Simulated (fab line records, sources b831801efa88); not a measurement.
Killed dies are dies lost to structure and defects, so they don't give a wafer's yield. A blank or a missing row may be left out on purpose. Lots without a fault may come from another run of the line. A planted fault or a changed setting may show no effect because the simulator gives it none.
One fault seen from 2 desks | flow gf180mcu | each desk has only its own numbers; what lay behind them comes last

THE METROLOGY DESK
What the gauges read, lot by lot, whatever tool the lot ran on: means of the sampled wafers that have a number. A lot is out of limits, marked OUT, if its mean lies more than 4 standard deviations from the usual mean; the brackets give that distance.
Columns: A = STI_CVD_23_THK at GF_STI_THK_MEAS_24, usual 650 nm; B = LVPWELL_TW at GF_LVPWELL_TW_MEAS_11, usual 558; C = MVSD_TW at GF_MVSD_TW_MEAS_11, usual 1581
lot  | first seen here | A   | B   | C
L529 | day 2 05:13     | 648 | 551 | 1559
L530 | day 2 11:57     | 657 | 553 | 1558
L531 | day 2 14:41     | 648 | 550 | 1555
L532 | day 2 19:26     | 644 | 566 | 1603
L534 | day 3 05:58     | 647 | 552 | 1604
L535 | day 3 13:40     | 649 | 552 | 1604
L539 | day 4 12:44     | 656 | 558 | 1594
L540 | day 4 16:30     | 660 | 553 | 1559
L542 | day 4 23:17     | 636 | 569 | 1565
L544 | day 5 13:20     | 628 | 554 | 1618
L550 | day 6 20:06     | 651 | 570 | 1605
L551 | day 6 23:53     | 649 | 551 | 1604
L552 | day 7 03:34     | 643 | 568 | 1564
This desk's finding: nothing out of limits on any of the 13 lots.

THE TOOL OWNER'S DESK: hdpcvd-01
The tool's own readings at GF_STI_CVD_23 (deposits SiO2, target thk 650 nm, time 108.3 s): means of the sampled wafers that have a number, for each lot that ran on this tool. A lot is out of limits, marked OUT, if its mean lies more than 4 standard deviations from the usual mean; the brackets give that distance.
Columns: A = pressure_mtorr at GF_STI_CVD_23, usual 6.001 mTorr
lot  | first seen here | A
L534 | day 3 05:53     | 6.006
L540 | day 4 16:25     | 6.010
L542 | day 4 23:11     | 6.003
L544 | day 5 13:16     | 6.006
This desk's finding: nothing out of limits on any of the 4 lots.

PUT TOGETHER
The metrology desk saw nothing out of limits.
The tool owner's desk saw nothing out of limits.

WHAT THE SIMULATOR HAD PUT IN
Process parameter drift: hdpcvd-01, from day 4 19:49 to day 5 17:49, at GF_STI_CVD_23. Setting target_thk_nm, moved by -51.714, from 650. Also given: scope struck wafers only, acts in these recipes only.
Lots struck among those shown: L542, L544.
